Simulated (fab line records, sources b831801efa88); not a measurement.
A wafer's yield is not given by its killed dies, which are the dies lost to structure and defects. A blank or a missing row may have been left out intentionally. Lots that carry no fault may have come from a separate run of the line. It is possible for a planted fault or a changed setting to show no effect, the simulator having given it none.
Which tool is to blame? :: flow sfqLine :: 14 lots with 40 wafers sampled at 7 steps, on a route of 325 steps

## WHAT THE GAUGES READ, wafer by wafer
SFQ_I3_BOW_MEAS_922. Usual: I3_BOW gives 0 um (standard deviation 7.7).
lot: L689
measured: day 40 16:58
on: filmMetro-03
I3_BOW (um): -11 -14 -5
flag: 

lot: L691
measured: day 41 01:23
on: filmMetro-04
I3_BOW (um): -8 -13 -1
flag: 

lot: L693
measured: day 41 07:58
on: filmMetro-01
I3_BOW (um): 16 7 -2
flag: 

lot: L694
measured: day 41 10:58
on: filmMetro-03
I3_BOW (um): 0 -2 7
flag: 

lot: L695
measured: day 41 13:58
on: filmMetro-03
I3_BOW (um): -8 -12 -3
flag: 

lot: L696
measured: day 41 16:23
on: filmMetro-03
I3_BOW (um): 4 6 1
flag: 

lot: L697
measured: day 42 01:23
on: filmMetro-01
I3_BOW (um): -3 -4 -6
flag: 

lot: L704
measured: day 44 02:26
on: filmMetro-03
I3_BOW (um): -1 -3 - -
flag: 

lot: L707
measured: day 44 08:26
on: filmMetro-04
I3_BOW (um): -6 0 - -
flag: 

lot: L708
measured: day 50 00:28
on: filmMetro-01
I3_BOW (um): 5 -1 6
flag: 

lot: L709
measured: day 50 21:25
on: filmMetro-01
I3_BOW (um): 19 10 7
flag: 

lot: L710
measured: day 51 00:25
on: filmMetro-01
I3_BOW (um): 12 7 -8
flag: 

lot: L711
measured: day 51 09:03
on: filmMetro-03
I3_BOW (um): -4 1 -2
flag: 

lot: L712
measured: day 52 09:05
on: filmMetro-03
I3_BOW (um): 0 -3 -3
flag: 

SFQ_I6_OVL_MEAS_942. Usual: I6_OVL gives -1 nm (standard deviation 6.2).
lot: L689
measured: day 69 02:43
on: overlay-02
I6_OVL (nm): 3 -2 6
flag: 

lot: L691
measured: day 69 12:14
on: overlay-02
I6_OVL (nm): -2 11 3
flag: 

lot: L693
measured: day 69 21:50
on: overlay-01
I6_OVL (nm): -6 -9 -8
flag: 

lot: L694
measured: day 73 16:42
on: overlay-01
I6_OVL (nm): -2 -3 -3
flag: 

lot: L695
measured: day 73 23:54
on: overlay-01
I6_OVL (nm): 7 4 3
flag: 

lot: L696
measured: day 74 04:42
on: overlay-01
I6_OVL (nm): 10 3 1
flag: 

lot: L697
measured: day 75 11:50
on: overlay-02
I6_OVL (nm): 8 3 6
flag: 

lot: L704
measured: day 77 01:53
on: overlay-01
I6_OVL (nm): -7 -12
flag: 

lot: L707
measured: day 77 10:17
on: overlay-01
I6_OVL (nm): -5 -4
flag: 

lot: L708
measured: day 77 12:42
on: overlay-01
I6_OVL (nm): 6 8 9
flag: 

lot: L709
measured: day 77 15:05
on: overlay-01
I6_OVL (nm): -7 -6 -9
flag: 

lot: L710
measured: day 77 16:17
on: overlay-01
I6_OVL (nm): -1 6 2
flag: 

lot: L711
measured: day 77 19:54
on: overlay-01
I6_OVL (nm): -3 -14 -1
flag: 

lot: L712
measured: day 77 21:06
on: overlay-01
I6_OVL (nm): 4 1 4
flag: 

SFQ_I7_OVL_MEAS_947. Usual: I7_OVL gives -2 nm (standard deviation 4.8).
lot: L689
measured: day 73 22:42
on: overlay-02
I7_OVL (nm): -5 -10 -13
flag: 

lot: L691
measured: day 74 05:54
on: overlay-02
I7_OVL (nm): 1 -3 -2
flag: 

lot: L693
measured: day 75 02:14
on: overlay-02
I7_OVL (nm): -1 2 0
flag: 

lot: L694
measured: day 80 00:29
on: overlay-02
I7_OVL (nm): -2 1 3
flag: 

lot: L695
measured: day 80 01:41
on: overlay-01
I7_OVL (nm): 0 3 1
flag: 

lot: L696
measured: day 80 06:29
on: overlay-02
I7_OVL (nm): 5 5 1
flag: 

lot: L697
measured: day 80 16:05
on: overlay-01
I7_OVL (nm): -7 -5 -6
flag: 

lot: L704
measured: day 82 05:18
on: overlay-01
I7_OVL (nm): 2 -1
flag: 

lot: L707
measured: day 82 17:18
on: overlay-02
I7_OVL (nm): 0 -1
flag: 

lot: L708
measured: day 83 01:43
on: overlay-01
I7_OVL (nm): -10 -9 -2
flag: 

lot: L709
measured: day 83 04:06
on: overlay-01
I7_OVL (nm): -5 1 -1
flag: 

lot: L710
measured: day 83 07:55
on: overlay-01
I7_OVL (nm): 9 5 6
flag: 

lot: L711
measured: day 83 11:31
on: overlay-01
I7_OVL (nm): -3 -7 -5
flag: 

lot: L712
measured: day 83 14:04
on: overlay-02
I7_OVL (nm): 5 3 -1
flag: 

## EACH LOT AND THE TOOL THAT RAN IT (in order: tool; ch and the chambers of the sampled wafers; start)
lot: L689
SFQ_TRILAYER_M1_STRIP_STRIP_043: rieMetal-02 ch 0,1, day 21 18:31
SFQ_TRILAYER_I3_CMP_CMP_082: cmp-02 ch 1,2,3, day 40 13:58
SFQ_TRILAYER_I3_METRO_MEASURE_083: filmMetro-03, day 40 17:05
SFQ_TRILAYER_I3_VIA_ETCH_VIA_ETCH_088: rieDiel-01 ch 1,2,3, day 40 21:49

lot: L691
SFQ_TRILAYER_M1_STRIP_STRIP_043: rieMetal-04 ch 0,1, day 23 16:29
SFQ_TRILAYER_I3_CMP_CMP_082: cmp-01 ch 1,2,3, day 40 22:23
SFQ_TRILAYER_I3_METRO_MEASURE_083: filmMetro-04, day 41 01:30
SFQ_TRILAYER_I3_VIA_ETCH_VIA_ETCH_088: rieDiel-04 ch 2,3, day 41 05:01

lot: L693
SFQ_TRILAYER_M1_STRIP_STRIP_043: rieMetal-02 ch 0,1, day 24 22:29
SFQ_TRILAYER_I3_CMP_CMP_082: cmp-02 ch 1,2, day 41 04:58
SFQ_TRILAYER_I3_METRO_MEASURE_083: filmMetro-01, day 41 08:05
SFQ_TRILAYER_I3_VIA_ETCH_VIA_ETCH_088: rieDiel-03 ch 0,1,2, day 41 11:37

lot: L694
SFQ_TRILAYER_M1_STRIP_STRIP_043: rieMetal-02 ch 0,1, day 25 10:29
SFQ_TRILAYER_I3_CMP_CMP_082: cmp-02 ch 1,2,3, day 41 07:58
SFQ_TRILAYER_I3_METRO_MEASURE_083: filmMetro-03, day 41 11:05
SFQ_TRILAYER_I3_VIA_ETCH_VIA_ETCH_088: rieDiel-01 ch 0,1,2, day 41 15:08

lot: L695
SFQ_TRILAYER_M1_STRIP_STRIP_043: rieMetal-04 ch 0,1, day 26 04:24
SFQ_TRILAYER_I3_CMP_CMP_082: cmp-02 ch 1,2, day 41 10:58
SFQ_TRILAYER_I3_METRO_MEASURE_083: filmMetro-03, day 41 14:05
SFQ_TRILAYER_I3_VIA_ETCH_VIA_ETCH_088: rieDiel-03 ch 1,2,3, day 41 17:37

lot: L696
SFQ_TRILAYER_M1_STRIP_STRIP_043: rieMetal-03 ch 0, day 26 08:00
SFQ_TRILAYER_I3_CMP_CMP_082: cmp-01 ch 0,1,2, day 41 13:53
SFQ_TRILAYER_I3_METRO_MEASURE_083: filmMetro-03, day 41 16:30
SFQ_TRILAYER_I3_VIA_ETCH_VIA_ETCH_088: rieDiel-01 ch 0,1,3, day 41 20:01

lot: L697
SFQ_TRILAYER_M1_STRIP_STRIP_043: rieMetal-02 ch 0,1, day 26 10:24
SFQ_TRILAYER_I3_CMP_CMP_082: cmp-01 ch 0,1,3, day 41 22:53
SFQ_TRILAYER_I3_METRO_MEASURE_083: filmMetro-01, day 42 01:30
SFQ_TRILAYER_I3_VIA_ETCH_VIA_ETCH_088: rieDiel-03 ch 0,2,3, day 42 05:01

lot: L704
SFQ_TRILAYER_M1_STRIP_STRIP_043: rieMetal-02 ch 0,1, day 29 12:44
SFQ_TRILAYER_I3_CMP_CMP_082: cmp-01 ch 0,1, day 44 00:26
SFQ_TRILAYER_I3_METRO_MEASURE_083: filmMetro-03, day 44 07:28
SFQ_TRILAYER_I3_VIA_ETCH_VIA_ETCH_088: rieDiel-03 ch 1,2, day 44 23:20

lot: L707
SFQ_TRILAYER_M1_STRIP_STRIP_043: rieMetal-02 ch 0, day 29 23:32
SFQ_TRILAYER_I3_CMP_CMP_082: cmp-01 ch 1,2, day 44 06:26
SFQ_TRILAYER_I3_METRO_MEASURE_083: filmMetro-04, day 44 13:27
SFQ_TRILAYER_I3_VIA_ETCH_VIA_ETCH_088: rieDiel-01 ch 0,1, day 45 04:14

lot: L708
SFQ_TRILAYER_M1_STRIP_STRIP_043: rieMetal-02 ch 0,1, day 31 22:30
SFQ_TRILAYER_I3_CMP_CMP_082: cmp-02 ch 1,2, day 49 21:25
SFQ_TRILAYER_I3_METRO_MEASURE_083: filmMetro-01, day 50 00:56
SFQ_TRILAYER_I3_VIA_ETCH_VIA_ETCH_088: rieDiel-04 ch 1,3, day 50 04:11

lot: L709
SFQ_TRILAYER_M1_STRIP_STRIP_043: rieMetal-03 ch 0,1, day 32 16:32
SFQ_TRILAYER_I3_CMP_CMP_082: cmp-02 ch 1,2,3, day 50 18:55
SFQ_TRILAYER_I3_METRO_MEASURE_083: filmMetro-01, day 50 21:32
SFQ_TRILAYER_I3_VIA_ETCH_VIA_ETCH_088: rieDiel-04 ch 0,1,3, day 51 04:32

lot: L710
SFQ_TRILAYER_M1_STRIP_STRIP_043: rieMetal-02 ch 0, day 32 23:55
SFQ_TRILAYER_I3_CMP_CMP_082: cmp-02 ch 0,1,3, day 50 21:55
SFQ_TRILAYER_I3_METRO_MEASURE_083: filmMetro-01, day 51 00:32
SFQ_TRILAYER_I3_VIA_ETCH_VIA_ETCH_088: rieDiel-01 ch 0,1,2, day 51 05:44

lot: L711
SFQ_TRILAYER_M1_STRIP_STRIP_043: rieMetal-04 ch 0,1, day 33 05:44
SFQ_TRILAYER_I3_CMP_CMP_082: cmp-01 ch 0,1, day 51 06:02
SFQ_TRILAYER_I3_METRO_MEASURE_083: filmMetro-03, day 51 09:21
SFQ_TRILAYER_I3_VIA_ETCH_VIA_ETCH_088: rieDiel-01 ch 1,3, day 51 12:41

lot: L712
SFQ_TRILAYER_M1_STRIP_STRIP_043: rieMetal-03 ch 0,1, day 33 12:56
SFQ_TRILAYER_I3_CMP_CMP_082: cmp-01 ch 0,3, day 52 06:04
SFQ_TRILAYER_I3_METRO_MEASURE_083: filmMetro-03, day 52 09:23
SFQ_TRILAYER_I3_VIA_ETCH_VIA_ETCH_088: rieDiel-01 ch 0,2, day 53 00:33
- SFQ_TRILAYER_M1_STRIP_STRIP_043: strips in O2.
- SFQ_TRILAYER_I3_CMP_CMP_082: polishes SiO2.
- SFQ_TRILAYER_I3_METRO_MEASURE_083
- SFQ_TRILAYER_I3_VIA_ETCH_VIA_ETCH_088: etches SiO2 in CHF3, stops on Nb, target depth 260 nm.

## WHAT THE TOOLS THEMSELVES READ (means of the sampled wafers that have a number; where no wafer has one, the mark that the record gives instead)
SFQ_TRILAYER_M1_STRIP_STRIP_043. Usual: drypumpMotorCurrentA 5.9 A, standard deviation 0.4; oesProductAu 1.000 a.u., standard deviation 0.012.
lot: L689
tool: rieMetal-02
drypumpMotorCurrentA (A): 5.7
oesProductAu (a.u.): 1.008
flag: 

lot: L691
tool: rieMetal-04
drypumpMotorCurrentA (A): 5.6
oesProductAu (a.u.): 0.986
flag: 

lot: L693
tool: rieMetal-02
drypumpMotorCurrentA (A): 5.9
oesProductAu (a.u.): 1.006
flag: 

lot: L694
tool: rieMetal-02
drypumpMotorCurrentA (A): 5.7
oesProductAu (a.u.): 1.008
flag: 

lot: L695
tool: rieMetal-04
drypumpMotorCurrentA (A): 5.6
oesProductAu (a.u.): 0.985
flag: 

lot: L696
tool: rieMetal-03
drypumpMotorCurrentA (A): 6.2
oesProductAu (a.u.): 1.010
flag: 

lot: L697
tool: rieMetal-02
drypumpMotorCurrentA (A): 5.9
oesProductAu (a.u.): 1.012
flag: 

lot: L704
tool: rieMetal-02
drypumpMotorCurrentA (A): 5.8
oesProductAu (a.u.): 1.003
flag: 

lot: L707
tool: rieMetal-02
drypumpMotorCurrentA (A): 5.4
oesProductAu (a.u.): 1.009
flag: 

lot: L708
tool: rieMetal-02
drypumpMotorCurrentA (A): 5.7
oesProductAu (a.u.): 0.990
flag: 

lot: L709
tool: rieMetal-03
drypumpMotorCurrentA (A): 6.5
oesProductAu (a.u.): 1.009
flag: 

lot: L710
tool: rieMetal-02
drypumpMotorCurrentA (A): 5.4
oesProductAu (a.u.): 0.982
flag: 

lot: L711
tool: rieMetal-04
drypumpMotorCurrentA (A): 5.6
oesProductAu (a.u.): 0.995
flag: 

lot: L712
tool: rieMetal-03
drypumpMotorCurrentA (A): 6.5
oesProductAu (a.u.): 1.006
flag: 

SFQ_TRILAYER_I3_CMP_CMP_082. Usual: motorCurrentA 10.0 A, standard deviation 0.58; retainingRingPressureFrac 1.001, standard deviation 0.0059; slurryFilterDpKPa 13.50 kPa, standard deviation 0.15; timeToEndpointS 216 s, standard deviation 11.
lot: L689
tool: cmp-02
motorCurrentA (A): 10.2
retainingRingPressureFrac: 0.999
slurryFilterDpKPa (kPa): 13.52
timeToEndpointS (s): 205
flag: 

lot: L691
tool: cmp-01
motorCurrentA (A): 10.0
retainingRingPressureFrac: 1.004
slurryFilterDpKPa (kPa): 13.40
timeToEndpointS (s): 215
flag: 

lot: L693
tool: cmp-02
motorCurrentA (A): 10.0
retainingRingPressureFrac: 0.999
slurryFilterDpKPa (kPa): 13.38
timeToEndpointS (s): 205
flag: 

lot: L694
tool: cmp-02
motorCurrentA (A): 10.2
retainingRingPressureFrac: 0.998
slurryFilterDpKPa (kPa): 13.56
timeToEndpointS (s): 203
flag: 

lot: L695
tool: cmp-02
motorCurrentA (A): 10.5
retainingRingPressureFrac: 0.994
slurryFilterDpKPa (kPa): 13.69
timeToEndpointS (s): 212
flag: 

lot: L696
tool: cmp-01
motorCurrentA (A): 10.4
retainingRingPressureFrac: 0.995
slurryFilterDpKPa (kPa): 13.55
timeToEndpointS (s): 229
flag: 

lot: L697
tool: cmp-01
motorCurrentA (A): 10.4
retainingRingPressureFrac: 1.003
slurryFilterDpKPa (kPa): 13.70
timeToEndpointS (s): 218
flag: 

lot: L704
tool: cmp-01
motorCurrentA (A): 10.1
retainingRingPressureFrac: 1.000
slurryFilterDpKPa (kPa): 13.57
timeToEndpointS (s): 210
flag: 

lot: L707
tool: cmp-01
motorCurrentA (A): 10.2
retainingRingPressureFrac: 1.004
slurryFilterDpKPa (kPa): 13.29
timeToEndpointS (s): 197
flag: 

lot: L708
tool: cmp-02
motorCurrentA (A): 10.5
retainingRingPressureFrac: 0.997
slurryFilterDpKPa (kPa): 13.44
timeToEndpointS (s): 208
flag: 

lot: L709
tool: cmp-02
motorCurrentA (A): 10.0
retainingRingPressureFrac: 1.001
slurryFilterDpKPa (kPa): 13.61
timeToEndpointS (s): 211
flag: 

lot: L710
tool: cmp-02
motorCurrentA (A): 9.8
retainingRingPressureFrac: 1.005
slurryFilterDpKPa (kPa): 13.51
timeToEndpointS (s): 200
flag: 

lot: L711
tool: cmp-01
motorCurrentA (A): 10.3
retainingRingPressureFrac: 1.001
slurryFilterDpKPa (kPa): 13.62
timeToEndpointS (s): 213
flag: 

lot: L712
tool: cmp-01
motorCurrentA (A): 9.9
retainingRingPressureFrac: 0.999
slurryFilterDpKPa (kPa): 13.41
timeToEndpointS (s): 209
flag: 

SFQ_TRILAYER_I3_METRO_MEASURE_083. Usual: thkNm at 200.2 nm, with a standard deviation of 1.3.
lot: L689
tool: filmMetro-03
thkNm (nm): 200.6
flag: 

lot: L691
tool: filmMetro-04
thkNm (nm): 200.2
flag: 

lot: L693
tool: filmMetro-01
thkNm (nm): 199.2
flag: 

lot: L694
tool: filmMetro-03
thkNm (nm): 200.4
flag: 

lot: L695
tool: filmMetro-03
thkNm (nm): 198.7
flag: 

lot: L696
tool: filmMetro-03
thkNm (nm): 200.5
flag: 

lot: L697
tool: filmMetro-01
thkNm (nm): 199.9
flag: 

lot: L704
tool: filmMetro-03
thkNm (nm): 225.4
flag: OFF

lot: L707
tool: filmMetro-04
thkNm (nm): 226.8
flag: OFF

lot: L708
tool: filmMetro-01
thkNm (nm): 199.0
flag: 

lot: L709
tool: filmMetro-01
thkNm (nm): 198.5
flag: 

lot: L710
tool: filmMetro-01
thkNm (nm): 200.2
flag: 

lot: L711
tool: filmMetro-03
thkNm (nm): 201.4
flag: 

lot: L712
tool: filmMetro-03
thkNm (nm): 198.9
flag: 

SFQ_TRILAYER_I3_VIA_ETCH_VIA_ETCH_088. Usual: drypumpMotorCurrentA 5.5 A, standard deviation 0.35; oesProductAu 0.856 a.u., standard deviation 0.005; rfFwdPowerW 498.3 W, standard deviation 1.4.
lot: L689
tool: rieDiel-01
drypumpMotorCurrentA (A): 5.5
oesProductAu (a.u.): 0.862
rfFwdPowerW (W): 497.4
flag: 

lot: L691
tool: rieDiel-04
drypumpMotorCurrentA (A): 5.3
oesProductAu (a.u.): 0.857
rfFwdPowerW (W): 499.3
flag: 

lot: L693
tool: rieDiel-03
drypumpMotorCurrentA (A): 5.6
oesProductAu (a.u.): 0.852
rfFwdPowerW (W): 498.5
flag: 

lot: L694
tool: rieDiel-01
drypumpMotorCurrentA (A): 5.4
oesProductAu (a.u.): 0.858
rfFwdPowerW (W): 499.0
flag: 

lot: L695
tool: rieDiel-03
drypumpMotorCurrentA (A): 5.3
oesProductAu (a.u.): 0.856
rfFwdPowerW (W): 498.9
flag: 

lot: L696
tool: rieDiel-01
drypumpMotorCurrentA (A): 5.5
oesProductAu (a.u.): 0.855
rfFwdPowerW (W): 498.2
flag: 

lot: L697
tool: rieDiel-03
drypumpMotorCurrentA (A): 5.7
oesProductAu (a.u.): 0.856
rfFwdPowerW (W): 498.6
flag: 

lot: L704
tool: rieDiel-03
drypumpMotorCurrentA (A): 5.4
oesProductAu (a.u.): 0.910
rfFwdPowerW (W): 499.9
flag: OFF

lot: L707
tool: rieDiel-01
drypumpMotorCurrentA (A): 5.3
oesProductAu (a.u.): 0.918
rfFwdPowerW (W): 497.8
flag: OFF

lot: L708
tool: rieDiel-04
drypumpMotorCurrentA (A): 5.6
oesProductAu (a.u.): 0.856
rfFwdPowerW (W): 498.6
flag: 

lot: L709
tool: rieDiel-04
drypumpMotorCurrentA (A): 5.7
oesProductAu (a.u.): 0.851
rfFwdPowerW (W): 498.9
flag: 

lot: L710
tool: rieDiel-01
drypumpMotorCurrentA (A): 5.4
oesProductAu (a.u.): 0.859
rfFwdPowerW (W): 498.8
flag: 

lot: L711
tool: rieDiel-01
drypumpMotorCurrentA (A): 5.6
oesProductAu (a.u.): 0.853
rfFwdPowerW (W): 499.2
flag: 

lot: L712
tool: rieDiel-01
drypumpMotorCurrentA (A): 5.2
oesProductAu (a.u.): 0.853
rfFwdPowerW (W): 496.8
flag: 

## THE ANSWER, worked out from the rows above alone
Rule: a lot is off if the mean of its wafers that have a number lies more than 3 standard deviations from the usual mean. Also off: a lot with no number at a reading for which 4 or more lots have one. The other lots that the step has rows for count as sound. Order of review: gauges by route order, followed by the tools' own readings, for which a lot's mean as printed above is used. The first step at which some lot is off is used, and at that step the reading that is off furthest; a lot without a number counts as furthest.
Off, at SFQ_TRILAYER_I3_METRO_MEASURE_083 on thkNm: L704, L707.
A tool fits if, at that step or a process step before it, it ran every lot that is off, and no sound lot after the first of them. Not one of the candidates tried fits.

## WHAT THE SIMULATOR HAD INSERTED
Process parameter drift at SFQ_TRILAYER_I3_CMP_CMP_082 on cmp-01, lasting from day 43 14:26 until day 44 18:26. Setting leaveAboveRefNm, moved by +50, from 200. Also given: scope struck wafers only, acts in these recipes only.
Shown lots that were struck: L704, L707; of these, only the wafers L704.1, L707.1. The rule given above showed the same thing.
